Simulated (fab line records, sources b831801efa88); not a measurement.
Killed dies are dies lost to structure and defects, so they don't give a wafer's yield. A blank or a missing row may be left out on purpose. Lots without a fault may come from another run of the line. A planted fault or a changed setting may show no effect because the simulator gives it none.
One fault seen from 2 desks | flow gf180mcu | each desk has only its own numbers; what lay behind them comes last

THE METROLOGY DESK
What the gauges read, lot by lot, whatever tool the lot ran on: means of the sampled wafers that have a number. A lot is out of limits, marked OUT, if its mean lies more than 4 standard deviations from the usual mean; the brackets give that distance.
Columns: A = POLY_GATE_OXIDATION_THK at GF_POLY_GATE_THK_MEAS_17, usual 4.00 nm; B = cd_nm at GF_HV_LDD_CD_MEAS_19, usual 399.1 nm; C = HV_LDD_RS at GF_HV_LDD_RS_MEAS_53, usual 418.1 ohm/sq
lot  | first seen here | A    | B     | C
L465 | day 9 05:50     | 3.94 | 399.5 | 417.9
L466 | day 9 11:46     | 3.96 | 397.3 | 418.7
L467 | day 10 03:20    | 3.91 | 396.8 | 417.3
L469 | day 10 12:15    | 3.97 | 397.5 | 418.9
L470 | day 11 05:48    | 4.03 | 397.5 | 418.3
L471 | day 11 05:48    | 3.91 | 396.0 | 418.5
L474 | day 11 19:11    | 4.07 | 399.5 | 417.7
L478 | day 13 03:59    | 3.88 | 397.3 | 417.4
L479 | day 13 09:19    | 3.98 | 397.1 | -
L480 | day 13 19:46    | 4.08 | 398.5 | -
L484 | day 14 22:04    | 4.04 | 401.6 | 419.0
L485 | day 15 04:38    | 4.02 | 395.7 | 418.0
L486 | day 15 12:21    | 3.98 | 398.2 | 417.1
This desk's finding: nothing out of limits on any of the 13 lots.

THE TOOL OWNER'S DESK: implanter-01
The tool's own readings at GF_HV_LDD_IMPLANT_33: means of the sampled wafers that have a number, for each lot that ran on this tool. A lot is out of limits, marked OUT, if its mean lies more than 4 standard deviations from the usual mean; the brackets give that distance.
Columns: A = tilt_deg at GF_HV_LDD_IMPLANT_33, usual 30.002 degrees
lot  | first seen here | A
L465 | day 11 11:26    | 29.979
L466 | day 11 18:26    | 30.020
L469 | day 12 21:20    | 30.025
L470 | day 13 15:38    | 30.002
L474 | day 14 07:37    | 29.988
L479 | day 16 02:14    | 19.830 (-99 or more) OUT
L480 | day 16 12:39    | 19.818 (-99 or more) OUT
This desk's finding: out of limits on L479, L480; first on L479, day 16 02:14 (tilt_deg at GF_HV_LDD_IMPLANT_33). In limits: L465, L466, L469, L470, L474.

PUT TOGETHER
The tool owner's desk could have raised an alarm at day 16 02:14, on L479, L480.
The metrology desk saw nothing out of limits.
The metrology desk has L479, L480 on record, within its limits.
Of the lots named, all ran GF_HV_LDD_IMPLANT_33 on implanter-01.

WHAT THE SIMULATOR HAD PUT IN
Process parameter drift: implanter-01, from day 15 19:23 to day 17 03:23, at GF_HV_LDD_IMPLANT_33. Setting tilt_deg, moved by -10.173, from 30. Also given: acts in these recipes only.
Lots struck among those shown: L479, L480.
Hours from the fault's start to each desk's first reading out of limits: the tool owner's desk, 7.
